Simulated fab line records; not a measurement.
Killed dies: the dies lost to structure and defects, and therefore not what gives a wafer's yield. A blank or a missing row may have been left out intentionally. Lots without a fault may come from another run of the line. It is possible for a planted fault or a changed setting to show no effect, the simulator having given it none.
A single fault, viewed from 2 desks	flow gf180mcu	each desk has only its own numbers; what lay behind them comes last

== THE TOOL OWNER'S DESK: cmp-02 ==
The tool's own readings at GF_V2_CMP_26 (polishes, stops on SiO2, t overpolish 15 s, target thk 0 nm): means of the sampled wafers that have a number, for each lot that ran on this tool. If a lot's mean is further than 4 standard deviations from the usual mean, the lot is out of limits and carries the mark OUT (the distance appears in the brackets).
Columns: A = edgeZonePressureFrac at GF_V2_CMP_26, usual 1.000; B = headPressurePsi at GF_V2_CMP_26, usual 3.500 psi; C = motorCurrentA at GF_V2_CMP_26, usual 10.9 A; D = overpolishRunS at GF_V2_CMP_26, usual 15.001 s; E = timeToEndpointS at GF_V2_CMP_26, usual 84.0 s
lot	first seen here	A	B	C	D	E
L230	day 23 09:32	1.002	3.503	11.2	14.992	81.8
L234	day 24 15:47	1.002	3.501	12.2	15.003	86.7
L244	day 27 13:46	0.998	3.506	10.5	15.003	81.8
This desk found nothing out of limits on any of the 3 lots.

== AT THE METROLOGY DESK ==
Means of the sampled wafers that have a number, per lot and without regard to the tool the lot ran on: this is what the gauges read. If a lot's mean is further than 4 standard deviations from the usual mean, the lot is out of limits and carries the mark OUT (the distance appears in the brackets).
Columns: A = cdNm at GF_V2_CD_MEAS_14, usual 260.0 nm; B = V2_OVL at GF_V2_OVL_MEAS_15, usual 3 nm; C = V2_W_RS at GF_V2_RS_MEAS_24, usual 0.3267 ohm/sq; D = V2_W_THK at GF_V2_THK_MEAS_25, usual 353 nm
lot	first seen here	A	B	C	D
L230	day 23 08:13	260.2	2	0.3293	348
L234	day 24 14:35	260.7	7	0.3278	356
L240	day 26 10:26	261.3	-4	0.3268	357
L241	day 26 18:20	260.8	1	0.3242	359
L244	day 27 12:31	258.9	-7	0.3273	353
L245	day 27 17:08	260.2	-4	0.3252	355
This desk found nothing out of limits on any of the 6 lots.

== BROUGHT TOGETHER ==
The desk of the tool owner found nothing out of limits.
Nothing out of limits was seen by the metrology desk.

== WHAT THE SIMULATOR PUT IN ==
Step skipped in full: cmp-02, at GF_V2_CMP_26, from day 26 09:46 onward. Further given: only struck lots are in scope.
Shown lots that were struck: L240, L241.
